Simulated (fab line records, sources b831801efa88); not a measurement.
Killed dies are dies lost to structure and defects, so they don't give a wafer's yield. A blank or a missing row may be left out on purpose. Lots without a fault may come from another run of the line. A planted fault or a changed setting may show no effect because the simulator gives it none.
Which tool did it? | flow sky130 | 11 lots, 33 wafers sampled, at 5 steps of a route of 708

WHAT THE GAUGES READ, wafer by wafer
The record holds no reading of a measuring or inspecting step that can be judged against a usual standard deviation.

WHICH TOOL RAN EACH LOT (tool, then ch and the chambers of the sampled wafers, then the start)
lot  | SKY_CAPM_METAL_ETCH_13            | SKY_VIA3_ETCH_14                   | SKY_VIA3_ETCH_15                   | SKY_CAP2M_CVD_00                | SKY_PAD_OPEN_PROBE_99
L547 | rie_metal-03 ch 0,1, day 37 15:18 | rie_diel-03 ch 1,2,3, day 39 20:00 | rie_diel-03 ch 1,2,3, day 39 20:02 | pecvd-01 ch 0,1,2, day 39 21:31 | prober-02, day 45 23:02
L548 | rie_metal-03 ch 0,1, day 38 09:53 | rie_diel-03 ch 0,3, day 40 12:28   | rie_diel-03 ch 0,3, day 40 12:31   | pecvd-03 ch 0,1,2, day 40 13:59 | prober-01, day 46 12:26
L550 | rie_metal-01 ch 0,1, day 39 06:24 | rie_diel-01 ch 1,2,3, day 41 09:19 | rie_diel-01 ch 1,2,3, day 41 09:22 | pecvd-03 ch 0,2, day 41 10:52   | prober-02, day 47 06:51
L552 | rie_metal-02 ch 0,1, day 39 18:18 | rie_diel-04 ch 1,2, day 41 20:09   | rie_diel-04 ch 1,2, day 41 20:11   | pecvd-01 ch 1,2, day 41 21:40   | prober-01, day 47 13:35
L556 | rie_metal-03 ch 0,1, day 41 02:39 | rie_diel-04 ch 0,3, day 43 04:12   | rie_diel-04 ch 0,3, day 43 04:14   | pecvd-01 ch 0,2, day 43 05:44   | prober-01, day 48 16:59
L559 | rie_metal-01 ch 0,1, day 41 09:30 | rie_diel-01 ch 1,2,3, day 43 10:28 | rie_diel-01 ch 1,2,3, day 43 10:31 | pecvd-04 ch 0,1,2, day 43 12:08 | prober-01, day 48 23:23
L560 | rie_metal-02 ch 0,1, day 41 21:20 | rie_diel-01 ch 0,1, day 43 23:06   | rie_diel-01 ch 0,1, day 43 23:08   | pecvd-04 ch 0,2, day 44 00:47   | prober-02, day 49 09:37
L564 | rie_metal-02 ch 0,1, day 42 20:24 | rie_diel-03 ch 0,1, day 44 19:31   | rie_diel-03 ch 0,1, day 44 19:34   | pecvd-04 ch 0,1,2, day 44 21:02 | prober-02, day 49 23:16
L565 | rie_metal-01 ch 0,1, day 42 23:31 | rie_diel-03 ch 0,1,3, day 44 23:01 | rie_diel-03 ch 0,1,3, day 44 23:04 | pecvd-04 ch 0,2, day 45 00:32   | prober-01, day 50 03:52
L566 | rie_metal-01 ch 0, day 43 05:14   | rie_diel-04 ch 0,2,3, day 45 03:49 | rie_diel-04 ch 0,2,3, day 45 03:52 | pecvd-04 ch 0,2, day 45 05:20   | prober-02, day 50 06:46
L567 | rie_metal-01 ch 0, day 43 11:45   | rie_diel-04 ch 1,3, day 45 10:24   | rie_diel-04 ch 1,3, day 45 10:26   | pecvd-01 ch 0,1,2, day 45 12:05 | prober-02, day 50 14:00
- SKY_CAPM_METAL_ETCH_13: etches TiN in Cl2/BCl3, stops on SiO2, target depth 220 nm, time 62.9 s.
- SKY_VIA3_ETCH_14: etches BARC in N2/H2, stops on SiO2, time 45.9 s, target depth 60 nm.
- SKY_VIA3_ETCH_15: etches SiO2 in C4F8/O2/Ar, stops on TiN, target depth 507 nm, time 78 s.
- SKY_CAP2M_CVD_00: deposits SiO2, target thk 15.5 nm.
- SKY_PAD_OPEN_PROBE_99

WHAT THE TOOLS THEMSELVES READ (means of the sampled wafers that have a number; where no wafer has one, the mark that the record gives instead)
SKY_CAPM_METAL_ETCH_13. Usual: bias_w 48.49 W, standard deviation 0.14; drypump_motor_current_A 5.8 A, standard deviation 0.35; he_backside_leak_sccm 3.4 sccm, standard deviation 0.36; oes_product_au 0.943 a.u., standard deviation 0.0083; rf_fwd_power_W 892 W, standard deviation 4.2; throttle_valve_pct 21.902 %, standard deviation 0.01.
lot  | tool         | bias_w (W) | drypump_motor_current_A (A) | he_backside_leak_sccm (sccm) | oes_product_au (a.u.) | rf_fwd_power_W (W) | throttle_valve_pct (%) | flag
L547 | rie_metal-03 | 48.47      | 6.2                         | 3.4                          | 0.937                 | 892                | 21.896                 |
L548 | rie_metal-03 | 48.56      | 6.1                         | 3.4                          | 0.950                 | 890                | 21.902                 |
L550 | rie_metal-01 | 48.44      | 5.5                         | 3.5                          | 0.948                 | 893                | 21.906                 |
L552 | rie_metal-02 | 48.57      | 6.0                         | 3.4                          | 0.943                 | 890                | 21.903                 |
L556 | rie_metal-03 | 48.53      | 6.2                         | 3.3                          | 0.939                 | 895                | 21.895                 |
L559 | rie_metal-01 | 48.53      | 5.5                         | 3.5                          | 0.960                 | 890                | 21.892                 |
L560 | rie_metal-02 | 48.64      | 5.7                         | 3.5                          | 0.946                 | 894                | 21.901                 |
L564 | rie_metal-02 | 48.48      | 6.0                         | 3.3                          | 0.942                 | 895                | 21.902                 |
L565 | rie_metal-01 | 48.60      | 5.5                         | 3.3                          | 0.941                 | 891                | 21.903                 |
L566 | rie_metal-01 | 48.51      | 5.4                         | 3.1                          | 0.939                 | 893                | 21.904                 |
L567 | rie_metal-01 | 48.38      | 5.4                         | 3.2                          | 0.942                 | 887                | 21.901                 |

SKY_VIA3_ETCH_14. Usual: bias_w 99.96 W, standard deviation 0.3; drypump_motor_current_A 5.9 A, standard deviation 0.38; oes_product_au 0.855 a.u., standard deviation 0.0039; rf_fwd_power_W 494.3 W, standard deviation 2.2; throttle_valve_pct 13.225 %, standard deviation 0.0082.
lot  | tool        | bias_w (W) | drypump_motor_current_A (A) | oes_product_au (a.u.) | rf_fwd_power_W (W) | throttle_valve_pct (%) | flag
L547 | rie_diel-03 | 100.19     | 6.0                         | 0.855                 | 496.8              | 13.225                 |
L548 | rie_diel-03 | 100.06     | 6.4                         | 0.856                 | 497.4              | 13.219                 |
L550 | rie_diel-01 | 100.03     | 5.7                         | 0.853                 | 494.3              | 13.227                 |
L552 | rie_diel-04 | 100.28     | 5.5                         | 0.853                 | 493.2              | 13.230                 |
L556 | rie_diel-04 | 99.91      | 6.3                         | 0.856                 | 492.2              | 13.219                 |
L559 | rie_diel-01 | 100.08     | 5.7                         | 0.856                 | 495.8              | 13.237                 |
L560 | rie_diel-01 | 99.82      | 5.8                         | 0.855                 | 494.6              | 13.226                 |
L564 | rie_diel-03 | 99.72      | 6.1                         | 0.852                 | 495.2              | 13.232                 |
L565 | rie_diel-03 | 99.78      | 6.2                         | 0.856                 | 495.6              | 13.229                 |
L566 | rie_diel-04 | 99.85      | 6.1                         | 0.852                 | 414.4              | 13.222                 | OFF
L567 | rie_diel-04 | 99.92      | 5.8                         | 0.853                 | 412.7              | 13.223                 | OFF

SKY_VIA3_ETCH_15. Usual: bias_w 1200 W, standard deviation 3.1; oes_product_au 0.947 a.u., standard deviation 0.0047; rf_fwd_power_W 1488 W, standard deviation 6.4.
lot  | tool        | bias_w (W) | oes_product_au (a.u.) | rf_fwd_power_W (W) | flag
L547 | rie_diel-03 | 1198       | 0.949                 | 1492               |
L548 | rie_diel-03 | 1202       | 0.948                 | 1487               |
L550 | rie_diel-01 | 1200       | 0.949                 | 1492               |
L552 | rie_diel-04 | 1202       | 0.950                 | 1485               |
L556 | rie_diel-04 | 1202       | 0.945                 | 1482               |
L559 | rie_diel-01 | 1200       | 0.948                 | 1488               |
L560 | rie_diel-01 | 1195       | 0.946                 | 1491               |
L564 | rie_diel-03 | 1204       | 0.947                 | 1491               |
L565 | rie_diel-03 | 1199       | 0.942                 | 1490               |
L566 | rie_diel-04 | 1201       | 0.953                 | 1481               |
L567 | rie_diel-04 | 1204       | 0.950                 | 1479               |

SKY_CAP2M_CVD_00. Usual: heater_power_w 716 W, standard deviation 99.
lot  | tool     | heater_power_w (W) | flag
L547 | pecvd-01 | 676                |
L548 | pecvd-03 | 763                |
L550 | pecvd-03 | 701                |
L552 | pecvd-01 | 734                |
L556 | pecvd-01 | 678                |
L559 | pecvd-04 | 670                |
L560 | pecvd-04 | 744                |
L564 | pecvd-04 | 731                |
L565 | pecvd-04 | 784                |
L566 | pecvd-04 | 766                |
L567 | pecvd-01 | 670                |

SKY_PAD_OPEN_PROBE_99. Usual: defect_limited_yield 82.4 %, standard deviation 1.9; killed_at_M0_to_M3 44, standard deviation 7.1; killed_at_M4_up 3.5, standard deviation 2; killed_at_contacts 24, standard deviation 5.3; killed_at_front_end 15, standard deviation 4.8; killed_at_other 0.1, standard deviation 0.35; killed_dies 86, standard deviation 9.3; killed_on_rim 17, standard deviation 4; killed_open 47, standard deviation 7.8; killed_short 39, standard deviation 5.9; sort_bin_3_pad_short 0.8 %, standard deviation 0.42; sort_bin_5_function 10.3 %, standard deviation 1.4; sort_bin_6_memory 6.4 %, standard deviation 1.1; sort_bin_8_speed 0.00 %, standard deviation 0.034; sort_n_pass 406, standard deviation 9.3; sort_yield_pct 82.4 %, standard deviation 1.9.
lot  | tool      | defect_limited_yield (%) | killed_at_M0_to_M3 | killed_at_M4_up | killed_at_contacts | killed_at_front_end | killed_at_other | killed_dies | killed_on_rim | killed_open | killed_short | sort_bin_3_pad_short (%) | sort_bin_5_function (%) | sort_bin_6_memory (%) | sort_bin_8_speed (%) | sort_n_pass | sort_yield_pct (%) | flag
L547 | prober-02 | 83.3                     | 47                 | 3.7             | 20                 | 11                  | 0.0             | 82          | 17            | 44          | 38           | 1.2                      | 10.4                    | 5.1                   | 0.00                 | 410         | 83.3               |
L548 | prober-01 | 83.6                     | 41                 | 3.3             | 26                 | 10                  | 0.0             | 80          | 17            | 48          | 33           | 1.5                      | 9.5                     | 5.4                   | 0.00                 | 412         | 83.6               |
L550 | prober-02 | 82.8                     | 46                 | 2.0             | 22                 | 15                  | 0.0             | 85          | 16            | 46          | 39           | 0.9                      | 10.9                    | 5.4                   | 0.00                 | 407         | 82.8               |
L552 | prober-01 | 82.4                     | 41                 | 6.0             | 23                 | 17                  | 0.0             | 87          | 18            | 45          | 42           | 0.7                      | 9.7                     | 7.2                   | 0.00                 | 405         | 82.4               |
L556 | prober-01 | 81.0                     | 50                 | 4.0             | 21                 | 18                  | 0.3             | 94          | 21            | 51          | 43           | 0.9                      | 11.3                    | 6.9                   | 0.00                 | 398         | 81.0               |
L559 | prober-01 | 81.4                     | 53                 | 5.0             | 19                 | 14                  | 0.0             | 91          | 20            | 45          | 46           | 1.0                      | 11.1                    | 6.5                   | 0.00                 | 401         | 81.4               |
L560 | prober-02 | 82.2                     | 43                 | 3.0             | 24                 | 17                  | 0.0             | 88          | 14            | 46          | 42           | 1.1                      | 11.0                    | 5.7                   | 0.00                 | 404         | 82.2               |
L564 | prober-02 | 83.0                     | 47                 | 3.0             | 21                 | 12                  | 0.0             | 84          | 18            | 40          | 44           | 0.8                      | 9.7                     | 6.5                   | 0.00                 | 408         | 83.0               |
L565 | prober-01 | 82.2                     | 42                 | 4.3             | 28                 | 13                  | 0.3             | 88          | 19            | 42          | 46           | 1.1                      | 10.7                    | 6.1                   | 0.00                 | 404         | 82.2               |
L566 | prober-02 | 82.5                     | 41                 | 4.3             | 25                 | 16                  | 0.0             | 86          | 14            | 44          | 42           | 0.5                      | 11.1                    | 5.9                   | 0.00                 | 406         | 82.5               |
L567 | prober-02 | 82.7                     | 43                 | 1.3             | 24                 | 17                  | 0.0             | 85          | 18            | 50          | 35           | 0.7                      | 10.0                    | 6.6                   | 0.14                 | 406         | 82.6               | OFF

THE ANSWER, worked out from the rows above alone
Rule: a lot is off if the mean of its wafers that have a number lies more than 3 standard deviations from the usual mean. A lot without any number at a reading at which 4 lots or more have one is off too. The other lots that the step has rows for count as sound. The gauges are gone through in route order, then the tools' own readings, and for those a lot's mean is taken as printed above. The first step at which some lot is off is used, and at that step the reading that is off furthest; a lot without a number counts as furthest.
Off: L566, L567, at SKY_VIA3_ETCH_14 (rf_fwd_power_W).
A tool fits if, at that step or a process step before it, it ran every lot that is off, and no sound lot after the first of them. Can't be told from this: 2 tools fit, rie_metal-01 at SKY_CAPM_METAL_ETCH_13, rie_diel-04 at SKY_VIA3_ETCH_14.

WHAT THE SIMULATOR HAD PUT IN
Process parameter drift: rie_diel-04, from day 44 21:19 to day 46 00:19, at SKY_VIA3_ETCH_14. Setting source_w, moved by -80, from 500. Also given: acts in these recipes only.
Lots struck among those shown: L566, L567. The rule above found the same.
